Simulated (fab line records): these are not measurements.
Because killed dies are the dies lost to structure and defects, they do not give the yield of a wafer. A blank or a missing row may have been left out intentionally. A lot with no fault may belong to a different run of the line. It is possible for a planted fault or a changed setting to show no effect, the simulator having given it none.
Which tool is to blame? -- flow sky130 -- 13 lots with 39 wafers sampled at 2 steps, on a route of 708 steps

WHAT THE GAUGES READ, wafer by wafer
SKY_SONOS_ONO_THK_MEAS_05. Usual: SONOS_ONO_CVD_04_THK 5.65 nm, standard deviation 0.11.
lot,measured,on,SONOS_ONO_CVD_04_THK (nm),flag
L417,day 12 14:40,filmMetro-02,5.60 5.61 5.66,
L420,day 13 11:11,filmMetro-01,5.72 5.63 5.59,
L421,day 14 03:18,filmMetro-01,5.69 5.59 5.69,
L423,day 14 16:59,filmMetro-02,5.47 5.62 5.60,
L425,day 15 02:23,filmMetro-03,5.52 5.57 5.55,
L426,day 15 10:26,filmMetro-02,5.50 5.52 5.53,
L427,day 15 15:49,filmMetro-02,5.52 5.54 5.45,
L433,day 17 06:57,filmMetro-01,5.61 5.79 5.61,
L435,day 17 18:52,filmMetro-02,5.52 5.61 5.47,
L436,day 18 06:25,filmMetro-02,5.75 5.77 5.82,
L437,day 18 09:16,filmMetro-03,5.62 5.72 5.67,
L439,day 18 21:15,filmMetro-02,5.65 5.63 5.60,
L440,day 19 08:38,filmMetro-01,5.73 5.74 5.75,

SKY_GATE_OXIDE_OVL_MEAS_10. Usual: GATE_OXIDE_OVL 1.0 nm, standard deviation 1.3.
lot,measured,on,GATE_OXIDE_OVL (nm),flag
L417,day 14 17:38,overlay-01,0.0 2.4 0.2,
L420,day 15 15:23,overlay-02,3.1 4.0 1.3,
L421,day 16 09:56,overlay-01,-0.3 2.3 0.1,
L423,day 17 01:55,overlay-02,-1.0 -3.0 1.1,
L425,day 17 08:59,overlay-01,1.4 2.2 3.0,
L426,day 17 18:26,overlay-01,2.0 0.2 2.3,
L427,day 17 23:14,overlay-02,-0.4 0.5 -0.1,
L433,day 19 21:01,overlay-01,1.3 0.1 2.1,
L435,day 20 09:16,overlay-02,2.3 2.2 2.0,
L436,day 20 21:20,overlay-02,1.2 2.1 -0.5,
L437,day 20 23:54,overlay-01,-1.1 -1.4 0.8,
L439,day 21 11:16,overlay-02,0.4 -1.0 -0.2,
L440,day 21 22:00,overlay-02,1.8 2.6 0.8,

EACH LOT AND THE TOOL THAT RAN IT (in order: tool; ch and the chambers of the sampled wafers; start)
There is no process step in the record ahead of these readings.

AS READ BY THE TOOLS THEMSELVES (means over the sampled wafers that have a number; for cases with no such wafer, the mark the record gives instead)
The record holds no such reading with a usual standard deviation.

THE ANSWER, worked out from the rows above alone
Rule: lot off if the mean of its wafers having a number is beyond 3 standard deviations from the usual mean. A lot without any number at a reading at which 4 lots or more have one is off too. Where the step has rows for the other lots, those lots are counted as sound. Order of review: gauges by route order, followed by the tools' own readings, for which a lot's mean as printed above is used. At the first step where some lot is off, the reading lying furthest off is the one used; lots without a number count as furthest.
Across all readings shown, no lot is off: no conclusion can be drawn from this.

WHAT THE SIMULATOR HAD PUT IN
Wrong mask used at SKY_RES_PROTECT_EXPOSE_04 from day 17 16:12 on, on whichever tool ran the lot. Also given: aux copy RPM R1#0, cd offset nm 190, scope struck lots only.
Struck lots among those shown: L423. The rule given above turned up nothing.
